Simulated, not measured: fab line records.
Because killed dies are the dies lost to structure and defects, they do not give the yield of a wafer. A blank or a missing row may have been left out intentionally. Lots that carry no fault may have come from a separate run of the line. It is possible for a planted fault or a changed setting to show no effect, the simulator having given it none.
What tool caused it? || flow sky130 || at 1 step of a route of 708, 14 lots with 42 wafers sampled

== WHAT THE GAUGES READ, wafer by wafer ==
Not one reading of a measure or inspect step in the record can be checked against a usual standard deviation.

== WHAT TOOL EACH LOT RAN ON (gives the tool, then ch and the chambers of the sampled wafers, and finally the start) ==
{"lot": "L673", "SKY_LDD_HVP_EXPOSE_04": "iline-stepper-02 ch 0, day 21 17:35"}
{"lot": "L674", "SKY_LDD_HVP_EXPOSE_04": "iline-stepper-02 ch 0, day 21 18:52"}
{"lot": "L675", "SKY_LDD_HVP_EXPOSE_04": "iline-stepper-01 ch 0, day 22 02:43"}
{"lot": "L677", "SKY_LDD_HVP_EXPOSE_04": "iline-stepper-02 ch 0, day 22 20:53"}
{"lot": "L678", "SKY_LDD_HVP_EXPOSE_04": "iline-stepper-02 ch 0, day 23 15:22"}
{"lot": "L687", "SKY_LDD_HVP_EXPOSE_04": "iline-stepper-01, day 26 08:50"}
{"lot": "L688", "SKY_LDD_HVP_EXPOSE_04": "iline-stepper-02, day 26 23:22"}
{"lot": "L689", "SKY_LDD_HVP_EXPOSE_04": "iline-stepper-02 ch 0, day 27 03:49"}
{"lot": "L690", "SKY_LDD_HVP_EXPOSE_04": "iline-stepper-02 ch 0, day 27 15:07"}
{"lot": "L691", "SKY_LDD_HVP_EXPOSE_04": "iline-stepper-01 ch 0, day 27 20:48"}
{"lot": "L692", "SKY_LDD_HVP_EXPOSE_04": "iline-stepper-02 ch 0, day 28 00:37"}
{"lot": "L693", "SKY_LDD_HVP_EXPOSE_04": "iline-stepper-01 ch 0, day 28 05:47"}
{"lot": "L694", "SKY_LDD_HVP_EXPOSE_04": "iline-stepper-02 ch 0, day 28 23:16"}
{"lot": "L695", "SKY_LDD_HVP_EXPOSE_04": "iline-stepper-01 ch 0, day 29 02:24"}
- SKY_LDD_HVP_EXPOSE_04: exposes mask HVPTM, target cd 700 nm.

== WHAT THE TOOLS THEMSELVES READ (means of the sampled wafers that have a number; where no wafer has one, the mark that the record gives instead) ==
SKY_LDD_HVP_EXPOSE_04.
{"lot": "L673", "tool": "iline-stepper-02", "exposure-dose-mJ-cm2": 86.04, "focus-offset-nm (nm)": 0.1}
{"lot": "L674", "tool": "iline-stepper-02", "exposure-dose-mJ-cm2": 86.11, "focus-offset-nm (nm)": -0.3}
{"lot": "L675", "tool": "iline-stepper-01", "exposure-dose-mJ-cm2": 86.05, "focus-offset-nm (nm)": -0.3}
{"lot": "L677", "tool": "iline-stepper-02", "exposure-dose-mJ-cm2": 86.04, "focus-offset-nm (nm)": 0.1}
{"lot": "L678", "tool": "iline-stepper-02", "exposure-dose-mJ-cm2": 86.08, "focus-offset-nm (nm)": 0.1}
{"lot": "L687", "tool": "iline-stepper-01", "exposure-dose-mJ-cm2": "-", "focus-offset-nm (nm)": "-"}
{"lot": "L688", "tool": "iline-stepper-02", "exposure-dose-mJ-cm2": "-", "focus-offset-nm (nm)": "-"}
{"lot": "L689", "tool": "iline-stepper-02", "exposure-dose-mJ-cm2": 86.13, "focus-offset-nm (nm)": 0.7}
{"lot": "L690", "tool": "iline-stepper-02", "exposure-dose-mJ-cm2": 85.93, "focus-offset-nm (nm)": 0.8}
{"lot": "L691", "tool": "iline-stepper-01", "exposure-dose-mJ-cm2": 85.92, "focus-offset-nm (nm)": -0.0}
{"lot": "L692", "tool": "iline-stepper-02", "exposure-dose-mJ-cm2": 86.05, "focus-offset-nm (nm)": 0.4}
{"lot": "L693", "tool": "iline-stepper-01", "exposure-dose-mJ-cm2": 86.09, "focus-offset-nm (nm)": -0.1}
{"lot": "L694", "tool": "iline-stepper-02", "exposure-dose-mJ-cm2": 86.01, "focus-offset-nm (nm)": 0.0}
{"lot": "L695", "tool": "iline-stepper-01", "exposure-dose-mJ-cm2": 85.96, "focus-offset-nm (nm)": 0.7}

== THE ANSWER, worked out from the rows above alone ==
Rule: what is usual is taken from the lots themselves. The widest of any qualifying gaps counts: lots, ordered by their means at a reading, are off when they make up no more than a third of the lots, leave a main group of 4 or more, and stand apart from it by 3 or more times the standard deviation of that group's means. The tables above print the reading to a certain number of digits; a main group whose means all agree to those digits is not used. A lot without any number at a reading at which 4 lots or more have one is off too. Where the step has rows for the other lots, those lots are counted as sound. Order of review: gauges by route order, followed by the tools' own readings, for which a lot's mean as printed above is used. The first step at which some lot is off is used, and at that step the reading that is off furthest; a lot without a number counts as furthest.
Off, at SKY_LDD_HVP_EXPOSE_04 on exposure-dose-mJ-cm2: L687, L688. Without a number there: L687, L688. For the main group the mean is 86.03 and the standard deviation 0.065.
A tool fits if, at that step or a process step before it, it ran every lot that is off, and no sound lot after the first of them. Not one of the candidates tried fits.

== WHAT WAS PUT IN BY THE SIMULATOR ==
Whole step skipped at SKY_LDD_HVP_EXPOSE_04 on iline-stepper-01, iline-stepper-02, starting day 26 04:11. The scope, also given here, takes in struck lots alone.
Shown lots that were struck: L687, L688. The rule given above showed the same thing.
